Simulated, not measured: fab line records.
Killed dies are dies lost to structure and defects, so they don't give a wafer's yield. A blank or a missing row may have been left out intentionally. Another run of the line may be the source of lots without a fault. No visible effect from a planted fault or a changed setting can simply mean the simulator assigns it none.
Commonality check across tools + flow gf180mcu + Sample size 10 lots and 30 wafers

== WHY IT WAS OPENED ==
GF_V5_RS_MEAS_24, reading V5_W_RS: flagged on 2 of 10 lots. Fault-free wafers read 0.327 ohm/sq, with a standard deviation of 0.0051.
Rule: flag the lot when none of its wafers has a number, or when each of its wafers that has one lies beyond 4 standard deviations from that mean. The rest of the lots are taken to be sound.

| lot  | measured     | on            | V5_W_RS (ohm/sq), wafer by wafer | flag    |
|------|--------------|---------------|----------------------------------|---------|
| L191 | day 27 05:23 | film-metro-04 | 0.320 0.330 0.329                |         |
| L192 | day 27 14:07 | film-metro-04 | 0.326 0.326 0.324                |         |
| L193 | day 28 00:14 | film-metro-04 | 0.326 0.328 0.332                |         |
| L194 | day 28 08:22 | film-metro-04 | 0.325 0.323 0.327                |         |
| L197 | day 29 06:44 | film-metro-02 | 0.331 0.336 0.329                |         |
| L202 | day 30 21:05 | film-metro-02 | 0.595 0.626 0.601                | FLAGGED |
| L203 | day 31 02:52 | film-metro-04 | 0.329 0.330 0.329                |         |
| L204 | day 31 05:11 | film-metro-02 | 0.604 0.610 0.638                | FLAGGED |
| L211 | day 33 02:03 | film-metro-03 | 0.337 0.328 0.335                |         |
| L213 | day 33 11:53 | film-metro-02 | 0.325 0.326 0.329                |         |
The numbers of the flagged lots are 0.612 ohm/sq on average: +0.285 ohm/sq against the usual, or +56 standard deviations.

== EACH LOT AND THE TOOL IT RAN ON ==
Before the reading, the record contains 3 process steps out of a 602-step route. Read each cell as the tool, then ch plus the chambers that the sampled wafers visited, then the start.
| lot  | flag    | GF_MIM_SPUTTER_08            | GF_V5_STRIP_18                       | GF_V5_CVD_23                  |
|------|---------|------------------------------|--------------------------------------|-------------------------------|
| L191 |         | pvd-sputter-04, day 24 12:02 | plasma-asher-02 ch 0,1, day 27 04:38 | cvd-w-02 ch 0,1, day 27 05:16 |
| L192 |         | pvd-sputter-04, day 24 20:58 | plasma-asher-03 ch 0,1, day 27 13:16 | cvd-w-01 ch 1, day 27 13:54   |
| L193 |         | pvd-sputter-04, day 25 06:23 | plasma-asher-03 ch 0,1, day 27 23:26 | cvd-w-02 ch 0,1, day 28 00:07 |
| L194 |         | pvd-sputter-04, day 25 15:22 | plasma-asher-02 ch 0,1, day 28 07:35 | cvd-w-02 ch 0,1, day 28 08:14 |
| L197 |         | pvd-sputter-04, day 26 17:05 | plasma-asher-03 ch 0, day 29 05:52   | cvd-w-01 ch 1, day 29 06:32   |
| L202 | FLAGGED | pvd-sputter-02, day 28 09:53 | plasma-asher-03 ch 0,1, day 30 20:17 | cvd-w-01 ch 0,1, day 30 20:58 |
| L203 |         | pvd-sputter-02, day 28 15:11 | plasma-asher-04 ch 0,1, day 31 02:06 | cvd-w-02 ch 0, day 31 02:44   |
| L204 | FLAGGED | pvd-sputter-04, day 28 18:44 | plasma-asher-02 ch 0,1, day 31 04:26 | cvd-w-01 ch 0,1, day 31 05:05 |
| L211 |         | pvd-sputter-02, day 30 19:45 | plasma-asher-04 ch 0,1, day 33 01:16 | cvd-w-02 ch 0,1, day 33 01:55 |
| L213 |         | pvd-sputter-04, day 31 06:40 | plasma-asher-03 ch 0,1, day 33 11:07 | cvd-w-02 ch 1, day 33 11:46   |
These steps, and what they do:
- GF_MIM_SPUTTER_08: material AlCu, target thk 200 nm, time 10.6 s.
- GF_V5_STRIP_18: strips in O2/N2.
- GF_V5_CVD_23: deposits W, target thk 350 nm, time 104.9 s.
- GF_V5_RS_MEAS_24: measures by four-point-probe.

== FLAGGED OVER TOTAL, TOOL BY TOOL (the gauges that took the reading come last) ==
| step              | tool            | lots run | flagged | share of the flagged lots | sound lots run after its first flagged lot |
|-------------------|-----------------|----------|---------|---------------------------|--------------------------------------------|
| GF_MIM_SPUTTER_08 | pvd-sputter-02  | 3        | 1       | some                      | 2 (L203,L211)                              |
| GF_MIM_SPUTTER_08 | pvd-sputter-04  | 7        | 1       | some                      | 1 (L213)                                   |
| GF_V5_STRIP_18    | plasma-asher-02 | 3        | 1       | some                      | 0                                          |
| GF_V5_STRIP_18    | plasma-asher-03 | 5        | 1       | some                      | 1 (L213)                                   |
| GF_V5_STRIP_18    | plasma-asher-04 | 2        | 0       | none                      | -                                          |
| GF_V5_CVD_23      | cvd-w-01        | 4        | 2       | all                       | 0                                          |
| GF_V5_CVD_23      | cvd-w-02        | 6        | 0       | none                      | -                                          |
| GF_V5_RS_MEAS_24  | film-metro-02   | 4        | 2       | all                       | 1 (L213)                                   |
| GF_V5_RS_MEAS_24  | film-metro-03   | 1        | 0       | none                      | -                                          |
| GF_V5_RS_MEAS_24  | film-metro-04   | 5        | 0       | none                      | -                                          |

== WHAT THE TABLE PERMITS ==
Rows of the table that ran all the flagged lots, 2 in number: cvd-w-01 at GF_V5_CVD_23; film-metro-02 at GF_V5_RS_MEAS_24.
- cvd-w-01 at GF_V5_CVD_23 ran 4 lots, 2 of them flagged. A fault beginning between L197 (day 29 06:32), its last sound lot, and L202 (day 30 20:58), its first flagged one, fits the data.
- film-metro-02 at GF_V5_RS_MEAS_24 ran 4 lots, 2 of them flagged. Lots that were sound ran on it after the first flagged one (L213); a persistent fault on the entire tool would not allow that.
Just one tool remains: cvd-w-01 at GF_V5_CVD_23.

== WHAT HAD BEEN PUT IN BY THE SIMULATOR ==
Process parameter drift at GF_V5_CVD_23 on cvd-w-01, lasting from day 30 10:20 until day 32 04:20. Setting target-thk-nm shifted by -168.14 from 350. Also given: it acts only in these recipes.
Shown lots that were struck: L202, L204. The rule given above showed the same thing.
